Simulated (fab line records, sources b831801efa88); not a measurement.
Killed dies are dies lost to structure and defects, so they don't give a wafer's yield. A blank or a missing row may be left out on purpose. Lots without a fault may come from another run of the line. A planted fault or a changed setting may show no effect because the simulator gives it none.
fab line records | flow sky130
record lots=14 wafers=42 last_day=50
route steps=708 shown METAL2@486
lots that met no fault: from a run of the same line without faults
start_h: hours from the record's first day to the start of the lot's first wafer shown | wait_h: hours since the lot's step before | " the same as in the row above | L1.1+2: a row that stands for several wafers | - no value, or no start given | * or withheld: withheld | < > ~ a bound
route shown NAME@n: a module of which the file shows steps, and the number in the route of the first | usual: mean/standard deviation of fault-free wafers | same: alike in all rows | chamber/n: place in a boat | sites: the reading at each site | _std_site: their standard deviation | _edge_site: outer sites' mean less inner sites' | radius_mm: how far each site lies from the wafer's centre | mask NAME#n: copy n | behind: the tool/chamber that last shaped the wafer | hold: why the lot was held/for how many hours/how that ended | device: the transistor (n, p or np) that didn't switch | end of line: the same wafers' tests at the end of the route | a step without rows: its recipe alone | killed: dies lost to structure and defects at the first sort, not the wafer's yield | map: a wafer's dies, x killed, . not, _ none there
set.NAME: the setting as run; set.NAME@STEP: as run at that earlier step | model.NAME: the simulator's own value behind a step, which no gauge read
steps of the route over a sample of lots; a table a step, a row a wafer
services: from which hour (start_h, from the record's first day; less than 0 if before it) a tool's chamber was out of use, for how many hours, and why
## steps
# step SKY_METAL2_SPUTTER_03
# recipe material=Ti target_thk_nm=5 power_w=3000 time_s=3.3 chamber_pressure_pa=0.4
# usual cathode_dc_power_W=3000.0/0.53 chamber_pressure_pa=0.4001/0.00083 throttle_valve_pct=30.2/1.1
# columns lot.wafer tool chamber start_h wait_h cathode_dc_power_W chamber_pressure_pa throttle_valve_pct
L240.2 pvd_sputter-03 - 789.49 0.0 2999.6 0.3995 29.3
L240.5 " - " " 2999.4 0.4004 28.8
L240.6 " - " " 3000.1 0.4003 29.9
L241.1 pvd_sputter-02 - 808.46 0.0 2999.9 0.4002 30.8
L241.2 " - " " 3000.2 0.3999 31.8
L241.5 " - " " 3000.4 0.4001 29.7
L243.1 pvd_sputter-03 - 813.56 0.0 2998.6 0.4004 29.4
L243.5 " - " " 2999.5 0.4008 31.9
L243.6 " - " " 3000.1 0.4008 29.7
L244.1 pvd_sputter-02 - 825.59 0.0 - - -
L244.4 " - " " - - -
L244.6 " - " " - - -
L245.1 pvd_sputter-03 - 829.55 0.0 - - -
L245.2 " - " " - - -
L245.3 " - " " - - -
L247.1 pvd_sputter-03 - 849.70 0.0 3000.3 0.4002 29.3
L247.4 " - " " 3000.0 0.4001 32.0
L247.5 " - " " 3000.1 0.3997 29.2
L253.3 pvd_sputter-01 - 938.87 0.0 2999.9 0.3997 29.8
L253.4 " - " " 2999.3 0.4018 29.1
L253.6 " - " " 3000.2 0.3982 29.8
L254.2 pvd_sputter-03 - 940.74 0.0 3000.6 0.4002 32.0
L254.3 " - " " 2999.0 0.3994 29.0
L254.4 " - " " 2999.4 0.3992 29.3
L259.1 pvd_sputter-03 - 941.09 0.0 3001.0 0.4012 30.1
L259.3 " - " " 2999.8 0.4002 32.0
L259.6 " - " " 3000.9 0.4000 29.2
L258.1 pvd_sputter-01 - 941.39 0.0 3000.1 0.4005 29.9
L258.2 " - " " 3000.0 0.4003 31.4
L258.4 " - " " 3000.3 0.3999 29.3
L257.2 pvd_sputter-03 - 941.69 0.0 3000.7 0.4014 31.8
L257.5 " - " " 2999.9 0.3998 32.3
L257.6 " - " " 3000.6 0.4012 29.1
L261.1 pvd_sputter-02 - 944.17 0.0 3000.4 0.4012 30.9
L261.3 " - " " 3000.3 0.4010 31.2
L261.6 " - " " 3000.2 0.3995 31.1
L262.3 pvd_sputter-02 - 947.43 0.0 3000.5 0.3992 31.1
L262.5 " - " " 3001.3 0.3995 31.2
L262.6 " - " " 3000.6 0.3999 31.3
L263.1 pvd_sputter-03 - 953.99 0.0 3000.0 0.3995 29.9
L263.4 " - " " 3000.4 0.3998 29.3
L263.6 " - " " 3000.2 0.3997 31.9
## services
# columns tool chamber start_h hours kind
pvd_sputter-03 - 807.10 2.2 repair
pvd_sputter-03 - 823.99 1.6 repair
pvd_sputter-01 - 827.70 2.4 repair
pvd_sputter-02 - 844.38 9.1 repair
pvd_sputter-01 - 897.89 8.7 repair
pvd_sputter-02 - 912.87 1.2 repair
pvd_sputter-03 - 938.09 2.0 repair
pvd_sputter-02 - 939.64 4.4 repair
## key
first_sign step=SKY_METAL2_SPUTTER_03 reading=tool_record direction=missing
effect none on later readings
met_at SKY_METAL2_SPUTTER_03
struck_lots L244,L245
later_rows_left_out L244.1,L244.4,L244.6,L245.1,L245.2,L245.3
sort_left_out L244.1,L244.4,L244.6,L245.1,L245.2,L245.3
onset_between 813.56 825.59
fault kind=skipped_step_whole tool=pvd_sputter-02,pvd_sputter-03 chamber=- onset_h=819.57 steps=SKY_METAL2_SPUTTER_03 scope=struck_lots_only
# sort_left_out: the simulated sort isn't trusted on such a fault, so these wafers' sort isn't shown, and their yield isn't known
# later_rows_left_out: the simulator's readings of these wafers behind a module that went badly wrong aren't trusted and aren't shown, but for the sort
